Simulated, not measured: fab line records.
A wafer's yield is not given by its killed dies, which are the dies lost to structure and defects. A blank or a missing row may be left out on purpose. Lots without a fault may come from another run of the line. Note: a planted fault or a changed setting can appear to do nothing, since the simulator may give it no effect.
fab line records | flow gf180mcu | part 1 of 2: steps 1 to 24 of 35
[record] lots = 5 wafers = 15 lastDay = 34
route steps=602 shown V4@500 MIM@503 M5@526
lots that met no fault: taken from a fault-free run of the same line
startH: hours from the record's opening day to when the first of the lot's shown wafers began | waitH: hours elapsed since this lot's preceding step | " same as the row above | L1.1+2: a single row standing in for several wafers | - either no value or no given start | * or withheld: withheld | < > ~ a bound
route shown NAME@n: a module of which the file shows steps, and the number in the route of the first | usual: the fault-free wafers' mean and standard deviation | same: alike in all rows | chamber/n: place in a boat | sites: each site's reading | _std_site: the standard deviation of these | _edge_site: outer sites' mean less inner sites' | radiusMm: for every site, how far away it sits from the centre of the wafer | mask NAME#n: copy n | behind: tool/chamber where the wafer was last shaped | hold: reason for holding the lot/hours on hold/outcome of the hold | device: the transistor (n, p or np) that didn't switch | end of line: tests of these same wafers at the route's end | a step given without rows: its recipe and nothing more | killed: at the first sort, the dies lost to defects and structure; wafer yield is something else | map: dies across one wafer; x = killed, . = not, _ = none there
set.NAME: the setting the step ran with; set.NAME@STEP: the setting that earlier step ran with | model.NAME: the simulator's own value behind a step, which no gauge read
a table for each step, a row for each wafer; lots at some steps of the route
services: from which hour (startH, from the record's first day; less than 0 if before it) a tool's chamber was out of use, for how many hours, and why
[[steps]]
[step GF_V4_RS_MEAS_24]
[recipe] thkMeasGauge = four-point-probe reads = W_of_V4_CVD_23+TiN_of_V4_SPUTTER_22+Ti_of_V4_SPUTTER_21
[usual] V4_W_RS = 0.329/0.0043
// columns lot.wafer tool chamber startH waitH V4_W_RS[ohm/sq]
L076.1 filmMetro-04 - 589.42 0.1 0.325
L076.3 " - " " 0.325
L076.4 " - " " 0.328
L082.1 filmMetro-03 - 644.46 0.1 0.333
L082.2 " - " " 0.328
L082.3 " - " " 0.327
L085.1 filmMetro-03 - 657.77 0.2 0.329
L085.2 " - " " 0.328
L085.6 " - " " 0.328
L088.1 filmMetro-01 - 686.37 0.1 0.332
L088.4 " - " " 0.329
L088.5 " - " " 0.329
L094.2 filmMetro-04 - 719.50 0.1 0.328
L094.4 " - " " 0.330
L094.5 " - " " 0.338
[step GF_V4_THK_MEAS_25]
[recipe] thkMeasGauge = xrf reads = W_of_V4_CVD_23
[usual] V4_W_THK = 336/5.6
// columns lot.wafer tool chamber startH waitH V4_W_THK[nm]
L076.1 filmMetro-04 - 589.54 0.1 339
L076.3 " - " " 339
L076.4 " - " " 338
L082.1 filmMetro-03 - 644.58 0.1 329
L082.2 " - " " 333
L082.3 " - " " 335
L085.1 filmMetro-03 - 657.89 0.1 332
L085.2 " - " " 333
L085.6 " - " " 332
L088.1 filmMetro-01 - 686.49 0.1 336
L088.4 " - " " 339
L088.5 " - " " 339
L094.2 filmMetro-04 - 719.61 0.1 336
L094.4 " - " " 337
L094.5 " - " " 330
[step GF_V4_CMP_26]
[recipe] stopOn = SiO2 downForcePsi = 3.5 platenRpm = 60 tOverpolishS = 15 targetThkNm = 0 padVelocityMS = 0.94248
[usual] motorCurrentA = 11.1/1.1 overpolishRunS = 15.001/0.0079 slurryFilterDpKPa = 13.51/0.13 timeToEndpointS = 88/4.3
[same] tOverpolishS = 15
// columns lot.wafer tool chamber startH waitH motorCurrentA overpolishRunS slurryFilterDpKPa timeToEndpointS
L076.3 cmp-01 3 589.60 0.0 9.8 14.997 13.56 92
L076.1 " 1 " " 10.5 15.009 13.39 96
L076.4 " 2 " " 10.9 15.017 13.57 88
L082.1 cmp-02 0 644.64 0.1 13.1 15.003 13.43 88
L082.2 " 2 " " 11.1 15.005 13.57 86
L082.3 " 3 " " 10.7 14.996 13.48 83
L085.2 cmp-02 0 658.49 0.6 13.0 14.995 13.51 87
L085.1 " 1 " " 9.6 15.005 13.75 88
L085.6 " 3 " " 11.2 15.001 13.53 82
L088.4 cmp-01 0 686.55 0.0 12.6 15.003 13.78 89
L088.1 " 3 " " 9.9 15.005 13.60 87
L088.5 " 1 " " 10.5 15.001 13.42 93
L094.2 cmp-01 1 719.78 0.2 10.6 14.995 13.46 91
L094.4 " 3 " " 10.2 15.006 13.45 91
L094.5 " 2 " " 10.7 14.993 13.46 83
[step GF_MIM_SPUTTER_00]
[recipe] material = Ti targetThkNm = 37.5 arrivingIonEnergyEv = 80 substrateTempC = 200 chamberPressurePa = 2 powerW = 4000 timeS = 150
[usual] throttleValvePct = 29.8/0.98
// columns lot.wafer tool chamber startH waitH throttleValvePct
L076.1 pvdSputter-02 - 589.90 0.1 30.6
L076.3 " - " " 28.8
L076.4 " - " " 29.8
L082.1 pvdSputter-02 - 644.94 0.2 29.7
L082.2 " - " " 28.7
L082.3 " - " " 30.8
L085.1 pvdSputter-04 - 658.69 0.1 28.5
L085.2 " - " " 30.7
L085.6 " - " " 31.7
L088.1 pvdSputter-01 - 686.85 0.1 30.7
L088.4 " - " " 29.1
L088.5 " - " " 29.4
L094.2 pvdSputter-02 - 720.08 0.2 30.5
L094.4 " - " " 28.6
L094.5 " - " " 28.6
[step GF_MIM_SPUTTER_01]
[recipe] material = TiN targetThkNm = 30 powerW = 6500 timeS = 25 chamberPressurePa = 0.4
[usual] throttleValvePct = 29.8/1
// columns lot.wafer tool chamber startH waitH throttleValvePct
L076.1 pvdSputter-02 - 590.00 0.1 30.5
L076.3 " - " " 28.7
L076.4 " - " " 29.4
L082.1 pvdSputter-02 - 645.05 0.1 29.4
L082.2 " - " " 28.7
L082.3 " - " " 30.9
L085.1 pvdSputter-04 - 658.79 0.1 28.5
L085.2 " - " " 30.3
L085.6 " - " " 31.6
L088.1 pvdSputter-01 - 686.95 0.1 30.7
L088.4 " - " " 29.6
L088.5 " - " " 29.6
L094.2 pvdSputter-02 - 720.18 0.1 30.6
L094.4 " - " " 28.7
L094.5 " - " " 28.8
[step GF_MIM_SPUTTER_02]
[recipe] material = AlCu targetThkNm = 450 powerW = 10600 timeS = 23.9 chamberPressurePa = 0.4
[usual] throttleValvePct = 29.8/1
// columns lot.wafer tool chamber startH waitH throttleValvePct
L076.1 pvdSputter-02 - 590.03 0.0 30.7
L076.3 " - " " 28.5
L076.4 " - " " 29.3
L082.1 pvdSputter-02 - 645.08 0.0 29.4
L082.2 " - " " 28.7
L082.3 " - " " 31.0
L085.1 pvdSputter-04 - 658.82 0.0 28.7
L085.2 " - " " 30.3
L085.6 " - " " 31.6
L088.1 pvdSputter-01 - 686.98 0.0 30.5
L088.4 " - " " 29.4
L088.5 " - " " 29.2
L094.2 pvdSputter-02 - 720.21 0.0 30.9
L094.4 " - " " 28.8
L094.5 " - " " 29.1
[step GF_MIM_SPUTTER_03]
[recipe] material = Ti targetThkNm = 10 substrateTempC = 300 chamberPressurePa = 0.3 powerW = 3000 timeS = 6.7
[usual] throttleValvePct = 29.8/1
// columns lot.wafer tool chamber startH waitH throttleValvePct
L076.1 pvdSputter-02 - 590.06 0.0 30.6
L076.3 " - " " 28.5
L076.4 " - " " 29.9
L082.1 pvdSputter-02 - 645.12 0.0 29.1
L082.2 " - " " 28.7
L082.3 " - " " 30.9
L085.1 pvdSputter-04 - 658.85 0.0 28.4
L085.2 " - " " 30.4
L085.6 " - " " 31.7
L088.1 pvdSputter-01 - 687.01 0.0 30.9
L088.4 " - " " 29.7
L088.5 " - " " 29.5
L094.2 pvdSputter-02 - 720.24 0.0 30.7
L094.4 " - " " 28.6
L094.5 " - " " 28.7
[step GF_MIM_SPUTTER_04]
[recipe] material = TiN targetThkNm = 50 powerW = 6500 timeS = 41.7 chamberPressurePa = 0.4
[usual] throttleValvePct = 29.8/1
// columns lot.wafer tool chamber startH waitH throttleValvePct
L076.1 pvdSputter-02 - 590.08 0.0 30.9
L076.3 " - " " 28.4
L076.4 " - " " 29.6
L082.1 pvdSputter-02 - 645.14 0.0 29.7
L082.2 " - " " 28.4
L082.3 " - " " 30.6
L085.1 pvdSputter-04 - 658.87 0.0 28.5
L085.2 " - " " 30.5
L085.6 " - " " 31.8
L088.1 pvdSputter-01 - 687.03 0.0 30.9
L088.4 " - " " 29.4
L088.5 " - " " 29.6
L094.2 pvdSputter-02 - 720.26 0.0 30.5
L094.4 " - " " 28.8
L094.5 " - " " 28.6
[step GF_MIM_CVD_05]
[recipe] material = Si3N4 targetThkNm = 42 tempMaxC = 400 tempC = 385 timeS = 29.086 rfW = 450
[usual] heaterPowerOuterW = 413/48 heaterPowerW = 695/81
// columns lot.wafer tool chamber startH waitH heaterPowerOuterW heaterPowerW
L076.1 pecvd-02 1 590.12 0.0 428 687
L076.3 " 0 " " 434 841
L076.4 " 2 " " 321 626
L082.1 pecvd-03 1 645.19 0.0 440 634
L082.2 " 2 " " 351 646
L082.3 " 0 " " 471 766
L085.1 pecvd-03 0 658.91 0.0 517 801
L085.2 " 1 " " 461 693
L085.6 " 0 " " 487 776
L088.1 pecvd-03 1 687.07 0.0 455 690
L088.4 " 0 " " 513 834
L088.5 " 2 " " 386 677
L094.2 pecvd-03 0 720.30 0.0 501 804
L094.4 " 2 " " 357 668
L094.5 " 1 " " 442 664
[step GF_MIM_THK_MEAS_06]
[recipe] reads = Si3N4_of_MIM_CVD_05
[usual] MIM_CVD_05_THK = 42.1/0.62
// columns lot.wafer tool chamber startH waitH MIM_CVD_05_THK[nm]
L076.1 filmMetro-02 - 590.15 0.0 41.8
L076.3 " - " " 42.0
L076.4 " - " " 42.6
L082.1 filmMetro-04 - 645.22 0.0 42.3
L082.2 " - " " 42.4
L082.3 " - " " 41.3
L085.1 filmMetro-02 - 658.94 0.0 41.5
L085.2 " - " " 41.6
L085.6 " - " " 42.4
L088.1 filmMetro-04 - 687.10 0.0 41.4
L088.4 " - " " 41.3
L088.5 " - " " 42.5
L094.2 filmMetro-02 - 720.34 0.0 40.6
L094.4 " - " " 42.1
L094.5 " - " " 42.0
[step GF_MIM_SPUTTER_07]
[recipe] material = TiN targetThkNm = 60 powerW = 6500 timeS = 50 chamberPressurePa = 0.4
[usual] throttleValvePct = 29.9/1
// columns lot.wafer tool chamber startH waitH throttleValvePct
L076.1 pvdSputter-01 - 590.21 0.1 30.7
L076.3 " - " " 30.9
L076.4 " - " " 29.8
L082.1 pvdSputter-01 - 645.28 0.1 29.6
L082.2 " - " " 31.3
L082.3 " - " " 29.5
L085.1 pvdSputter-01 - 659.00 0.1 29.3
L085.2 " - " " 31.1
L085.6 " - " " 31.1
L088.1 pvdSputter-04 - 687.16 0.1 30.5
L088.4 " - " " 29.6
L088.5 " - " " 28.6
L094.2 pvdSputter-04 - 720.39 0.0 30.4
L094.4 " - " " 29.5
L094.5 " - " " 29.5
[step GF_MIM_SPUTTER_08]
[recipe] material = AlCu targetThkNm = 200 powerW = 10600 timeS = 10.6 chamberPressurePa = 0.4
[usual] throttleValvePct = 29.9/1.1
// columns lot.wafer tool chamber startH waitH throttleValvePct
L076.1 pvdSputter-01 - 590.26 0.0 30.9
L076.3 " - " " 31.5
L076.4 " - " " 29.4
L082.1 pvdSputter-01 - 645.32 0.0 29.6
L082.2 " - " " 31.3
L082.3 " - " " 29.4
L085.1 pvdSputter-01 - 659.05 0.0 29.3
L085.2 " - " " 31.3
L085.6 " - " " 31.1
L088.1 pvdSputter-04 - 687.20 0.0 30.3
L088.4 " - " " 30.0
L088.5 " - " " 28.4
L094.2 pvdSputter-04 - 720.44 0.0 30.4
L094.4 " - " " 29.8
L094.5 " - " " 29.7
[step GF_MIM_SPUTTER_09]
[recipe] material = TiN targetThkNm = 35 powerW = 6500 timeS = 29.2 chamberPressurePa = 0.4
[usual] throttleValvePct = 29.9/1
// columns lot.wafer tool chamber startH waitH throttleValvePct
L076.1 pvdSputter-01 - 590.28 0.0 30.5
L076.3 " - " " 31.4
L076.4 " - " " 29.4
L082.1 pvdSputter-01 - 645.35 0.0 29.4
L082.2 " - " " 31.2
L082.3 " - " " 29.4
L085.1 pvdSputter-01 - 659.07 0.0 29.1
L085.2 " - " " 31.3
L085.6 " - " " 31.0
L088.1 pvdSputter-04 - 687.23 0.0 30.8
L088.4 " - " " 29.3
L088.5 " - " " 28.5
L094.2 pvdSputter-04 - 720.46 0.0 30.7
L094.4 " - " " 29.8
L094.5 " - " " 29.5
[step GF_MIM_RS_MEAS_10]
[recipe] thkMeasGauge = four-point-probe reads = TiN_of_MIM_SPUTTER_09+AlCu_of_MIM_SPUTTER_08+TiN_of_MIM_SPUTTER_07
[usual] MIM_ALCU_RS = 0.1616/0.0022
// columns lot.wafer tool chamber startH waitH MIM_ALCU_RS[ohm/sq]
L076.1 filmMetro-02 - 590.31 0.0 0.1599
L076.3 " - " " 0.1594
L076.4 " - " " 0.1579
L082.1 filmMetro-03 - 645.38 0.0 0.1624
L082.2 " - " " 0.1611
L082.3 " - " " 0.1587
L085.1 filmMetro-03 - 659.10 0.0 0.1651
L085.2 " - " " 0.1620
L085.6 " - " " 0.1621
L088.1 filmMetro-03 - 687.26 0.0 0.1630
L088.4 " - " " 0.1604
L088.5 " - " " 0.1618
L094.2 filmMetro-03 - 720.51 0.0 0.1635
L094.4 " - " " 0.1613
L094.5 " - " " 0.1635
[step GF_MIM_THK_MEAS_11]
[recipe] thkMeasGauge = xrf reads = AlCu_of_MIM_SPUTTER_08
[usual] MIM_ALCU_THK = 199.3/2.7
// columns lot.wafer tool chamber startH waitH MIM_ALCU_THK[nm]
L076.1 filmMetro-02 - 590.43 0.1 201.5
L076.3 " - " " 201.5
L076.4 " - " " 203.8
L082.1 filmMetro-03 - 645.50 0.1 199.1
L082.2 " - " " 200.5
L082.3 " - " " 202.7
L085.1 filmMetro-03 - 659.22 0.1 194.7
L085.2 " - " " 199.7
L085.6 " - " " 199.7
L088.1 filmMetro-03 - 687.38 0.1 198.1
L088.4 " - " " 199.8
L088.5 " - " " 199.1
L094.2 filmMetro-03 - 720.62 0.1 197.3
L094.4 " - " " 198.6
L094.5 " - " " 197.8
[step GF_MIM_DEHYDRATE_12]
[recipe] tempC = 200 timeS = 60
[usual] exhaustPa = 45.1/0.81 plateTempC = 199.99/0.15
// columns lot.wafer tool chamber startH waitH exhaustPa plateTempC
L076.1 lithoTrack-03 0 600.76 10.3 45.9 199.99
L076.3 " 0 " " 44.8 199.82
L076.4 " 0 " " 44.7 199.96
L082.1 lithoTrack-04 0 654.78 9.3 46.5 199.91
L082.2 " 0 " " 45.6 200.10
L082.3 " 0 " " 45.5 200.06
L085.1 lithoTrack-04 0 668.37 9.1 45.6 200.33
L085.2 " 0 " " 43.3 200.26
L085.6 " 0 " " 44.7 200.23
L088.1 lithoTrack-04 0 696.22 8.8 46.6 199.90
L088.4 " 0 " " 45.1 199.69
L088.5 " 0 " " 44.9 199.83
L094.2 lithoTrack-01 0 729.45 8.8 46.2 200.05
L094.4 " 0 " " 45.6 200.09
L094.5 " 0 " " 46.1 200.05
[step GF_MIM_HMDS_13]
[recipe] primeTimeS = 60 primeTempC = 120
[usual] exhaustPa = 44.9/0.95
// columns lot.wafer tool chamber startH waitH exhaustPa
L076.1 lithoTrack-03 0 600.91 0.1 45.8
L076.3 " 0 " " 45.2
L076.4 " 0 " " 45.2
L082.1 lithoTrack-04 0 654.93 0.1 46.1
L082.2 " 0 " " 46.5
L082.3 " 0 " " 46.2
L085.1 lithoTrack-04 0 668.52 0.1 42.8
L085.2 " 0 " " 44.7
L085.6 " 0 " " 43.4
L088.1 lithoTrack-04 0 696.37 0.1 46.1
L088.4 " 0 " " 44.5
L088.5 " 0 " " 44.9
L094.2 lithoTrack-01 0 729.60 0.1 45.0
L094.4 " 0 " " 44.3
L094.5 " 0 " " 45.5
[step GF_MIM_COAT_14]
[recipe] resist = NOVOLAK spinRpm = 3000 resistThkNm = 1000
[usual] exhaustPa = 45.1/0.88
// columns lot.wafer tool chamber startH waitH exhaustPa
L076.1 lithoTrack-03 0 601.06 0.1 45.9
L076.3 " 0 " " 45.5
L076.4 " 0 " " 45.1
L082.1 lithoTrack-04 0 655.08 0.1 45.0
L082.2 " 0 " " 43.8
L082.3 " 0 " " 46.3
L085.1 lithoTrack-04 0 668.67 0.1 45.4
L085.2 " 0 " " 45.0
L085.6 " 0 " " 45.4
L088.1 lithoTrack-04 0 696.52 0.1 44.4
L088.4 " 0 " " 45.2
L088.5 " 0 " " 45.6
L094.2 lithoTrack-01 0 729.75 0.1 45.7
L094.4 " 0 " " 44.8
L094.5 " 0 " " 44.6
[step GF_MIM_SOFTBAKE_15]
[recipe] tempC = 90 timeS = 60 resist = NOVOLAK
[usual] exhaustPa = 44.9/0.93 plateTempC = 89.98/0.13
// columns lot.wafer tool chamber startH waitH exhaustPa plateTempC
L076.1 lithoTrack-03 0 601.21 0.1 44.0 89.99
L076.3 " 0 " " 44.3 89.87
L076.4 " 0 " " 43.1 89.93
L082.1 lithoTrack-04 0 655.23 0.1 45.8 90.12
L082.2 " 0 " " 44.8 90.28
L082.3 " 0 " " 43.8 89.92
L085.1 lithoTrack-04 0 668.82 0.1 46.6 89.81
L085.2 " 0 " " 45.5 89.97
L085.6 " 0 " " 46.0 89.85
L088.1 lithoTrack-04 0 696.67 0.1 43.0 89.98
L088.4 " 0 " " 44.3 89.82
L088.5 " 0 " " 43.0 90.03
L094.2 lithoTrack-01 0 729.90 0.1 45.3 89.85
L094.4 " 0 " " 45.5 89.86
L094.5 " 0 " " 43.7 89.92
[step GF_MIM_EXPOSE_16]
[recipe] maskId = FuseTop targetCdNm = 2000 na = 0.6 sourceShape = conventional sigmaOuter = 0.6 doseMj = 140
// columns lot.wafer tool chamber startH waitH mask
L076.1+3+4 ilineStepper-02 0 - - FuseTop#0
L082.1+2+3 ilineStepper-02 0 - - FuseTop#0
L085.1+2+6 ilineStepper-01 0 - - FuseTop#0
L088.1+4+5 ilineStepper-01 0 - - FuseTop#0
L094.2+4+5 ilineStepper-01 0 - - FuseTop#0
[step GF_MIM_PEB_17]
[recipe] tempC = withheld timeS = * resist = NOVOLAK
[usual] exhaustPa = 44.9/0.93
// columns lot.wafer tool chamber startH waitH exhaustPa
L076.1 lithoTrack-01 0 - - 44.5
L076.3 " 0 " " 45.2
L076.4 " 0 " " 45.6
L082.1 lithoTrack-01 0 - - 44.2
L082.2 " 0 " " 45.3
L082.3 " 0 " " 45.1
L085.1 lithoTrack-04 0 - - 43.5
L085.2 " 0 " " 45.4
L085.6 " 0 " " 44.4
L088.1 lithoTrack-04 0 - - 44.2
L088.4 " 0 " " 44.6
L088.5 " 0 " " 45.4
L094.2 lithoTrack-04 0 - - 45.5
L094.4 " 0 " " 45.2
L094.5 " 0 " " 45.7
[step GF_MIM_DEVELOP_18]
[recipe] developTimeS = 60 devTempC = 23
[usual] exhaustPa = 45.2/0.8
// columns lot.wafer tool chamber startH waitH exhaustPa
L076.1 lithoTrack-01 0 611.73 0.1 44.4
L076.3 " 0 " " 46.2
L076.4 " 0 " " 47.0
L082.1 lithoTrack-01 0 664.68 0.1 45.0
L082.2 " 0 " " 45.5
L082.3 " 0 " " 44.6
L085.1 lithoTrack-04 0 678.27 0.1 46.5
L085.2 " 0 " " 44.2
L085.6 " 0 " " 44.4
L088.1 lithoTrack-04 0 706.12 0.1 45.2
L088.4 " 0 " " 45.4
L088.5 " 0 " " 46.1
L094.2 lithoTrack-04 0 737.80 0.1 45.5
L094.4 " 0 " " 45.9
L094.5 " 0 " " 45.3
[step GF_MIM_METAL_ETCH_19]
[recipe] chemistry = Cl2/BCl3 maskMaterial = NOVOLAK stopOn = Si3N4 targetDepthNm = 324.5 pressureMtorr = 8 icpW = 800 biasW = 140 Cl2_flow_sccm = 80 bcl3FlowSccm = 40 timeS = 54.1
[usual] drypumpMotorCurrentA = 5.7/0.45 heBacksideLeakSccm = 3.4/0.42 oesProductAu = 0.938/0.0067 throttleValvePct = 28.287/0.01
// columns lot.wafer tool chamber startH waitH drypumpMotorCurrentA heBacksideLeakSccm oesProductAu rfHoursCounterH throttleValvePct
L076.1 rieMetal-02 0 611.88 0.1 6.1 3.4 0.937 0 28.281
L076.3 " 1 " " 4.9 3.6 0.938 - 28.289
L076.4 " 0 " " 6.0 3.5 0.947 - 28.281
L082.1 rieMetal-01 1 664.83 0.1 5.7 3.2 0.939 2 28.279
L082.2 " 1 " " 5.7 3.2 0.941 - 28.301
L082.3 " 1 " " 5.8 3.0 0.946 - 28.286
L085.1 rieMetal-02 1 678.42 0.1 4.9 3.6 0.932 7 28.296
L085.2 " 0 " " 6.0 3.5 0.937 3 28.298
L085.6 " 1 " " 4.9 3.6 0.925 - 28.299
L088.1 rieMetal-02 0 706.27 0.1 6.1 3.4 0.933 4 28.308
L088.4 " 1 " " 4.9 3.5 0.945 - 28.290
L088.5 " 0 " " 6.0 3.5 0.948 - 28.295
L094.2 rieMetal-03 0 737.95 0.1 6.1 3.1 0.930 - 28.291
L094.4 " 0 " " 6.1 4.1 0.941 - 28.282
L094.5 " 0 " " 6.0 3.3 0.938 - 28.302
[step GF_MIM_STRIP_20]
[recipe] chemistry = O2/N2 powerW = 1400 pressureMtorr = 1500 platenTempC = 250 o2FlowSccm = 3000 n2FlowSccm = 300 overashFraction = 0.5
[usual] drypumpMotorCurrentA = 5.8/0.56 heaterPowerW = 349/37 oesProductAu = 0.691/0.0048 stripTimeToEndpointS = 11.20/0.039
// columns lot.wafer tool chamber startH waitH drypumpMotorCurrentA heaterPowerW oesProductAu rfHoursCounterH stripTimeToEndpointS
L076.1 plasmaAsher-04 0 611.95 0.0 5.4 287 0.677 50 11.16
L076.3 " 0 " " 5.4 292 0.694 - 11.22
L076.4 " 1 " " 4.9 328 0.682 - 11.16
L082.1 plasmaAsher-03 1 664.97 0.1 6.3 328 0.685 88 11.16
L082.2 " 0 " " 6.4 387 0.697 88 11.23
L082.3 " 0 " " 6.4 395 0.688 - 11.18
L085.1 plasmaAsher-04 0 678.49 0.0 5.4 290 0.688 58 11.15
L085.2 " 1 " " 4.9 326 0.685 58 11.11
L085.6 " 0 " " 5.4 290 0.685 - 11.17
L088.1 plasmaAsher-04 0 706.34 0.0 5.4 288 0.696 61 11.18
L088.4 " 0 " " 5.4 283 0.693 - 11.23
L088.5 " 0 " " 5.4 289 0.692 - 11.17
L094.2 plasmaAsher-01 1 738.06 0.1 5.9 383 0.695 32 11.24
L094.4 " 0 " " 5.5 374 0.697 - 11.28
L094.5 " 1 " " 5.9 390 0.694 - 11.23
